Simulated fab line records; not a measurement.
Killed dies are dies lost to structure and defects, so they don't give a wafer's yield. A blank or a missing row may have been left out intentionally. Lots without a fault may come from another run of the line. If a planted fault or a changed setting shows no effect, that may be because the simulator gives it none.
Which tool did it? / flow gf180mcu / 13 lots, 38 wafers sampled, at 1 step of a route of 602

== WHAT EACH GAUGE READ, for each wafer ==
GF_M3_THK_MEAS_06: measures by xrf.
lot=L718; measured=day 20 06:42; on=filmMetro-01; M3_ALCU_THK (nm)=449 444 445
lot=L719; measured=day 20 23:40; on=filmMetro-01; M3_ALCU_THK (nm)=453 449 448
lot=L723; measured=day 22 14:11; on=filmMetro-03; M3_ALCU_THK (nm)=447 449 447
lot=L724; measured=day 22 18:36; on=filmMetro-03; M3_ALCU_THK (nm)=459 455 455
lot=L731; measured=day 25 01:17; on=filmMetro-03; M3_ALCU_THK (nm)=456 456
lot=L732; measured=day 25 15:54; on=filmMetro-01; M3_ALCU_THK (nm)=456 455 457
lot=L733; measured=day 26 01:28; on=filmMetro-03; M3_ALCU_THK (nm)=443 446 444
lot=L734; measured=day 26 02:23; on=filmMetro-03; M3_ALCU_THK (nm)=456 457 453
lot=L735; measured=day 26 09:32; on=filmMetro-02; M3_ALCU_THK (nm)=450 457 452
lot=L736; measured=day 26 17:53; on=filmMetro-03; M3_ALCU_THK (nm)=454 448 446
lot=L737; measured=day 27 03:28; on=filmMetro-01; M3_ALCU_THK (nm)=451 446 449
lot=L739; measured=day 27 11:09; on=filmMetro-03; M3_ALCU_THK (nm)=454 445 449
lot=L741; measured=day 28 02:57; on=filmMetro-02; M3_ALCU_THK (nm)=452 456 452

== TOOL THAT RAN EACH LOT (tool first, then ch and the chambers of the sampled wafers, then the start) ==
Before these readings, the record contains no process step.

== AS READ BY THE TOOLS THEMSELVES (means over the sampled wafers that have a number; for cases with no such wafer, the mark the record gives instead) ==
The record holds no such reading with a usual standard deviation.

== THE ANSWER, worked out from the rows above alone ==
Rule: usual is defined by the lots themselves. The widest of any qualifying gaps counts: lots, ordered by their means at a reading, are off when they make up no more than a third of the lots, leave a main group of 4 or more, and stand apart from it by 3 or more times the standard deviation of that group's means. If all means in a main group match to the digits the tables above print for the reading, that group is not used. A lot without any number at a reading at which 4 lots or more have one is off too. The other lots that the step has rows for count as sound. The gauges are gone through in route order, then the tools' own readings, and for those a lot's mean is taken as printed above. At the first step where some lot is off, the reading lying furthest off is the one used; lots without a number count as furthest.
No lot is off on any of the readings shown, so nothing can be concluded from this.

== WHAT HAD BEEN PUT IN BY THE SIMULATOR ==
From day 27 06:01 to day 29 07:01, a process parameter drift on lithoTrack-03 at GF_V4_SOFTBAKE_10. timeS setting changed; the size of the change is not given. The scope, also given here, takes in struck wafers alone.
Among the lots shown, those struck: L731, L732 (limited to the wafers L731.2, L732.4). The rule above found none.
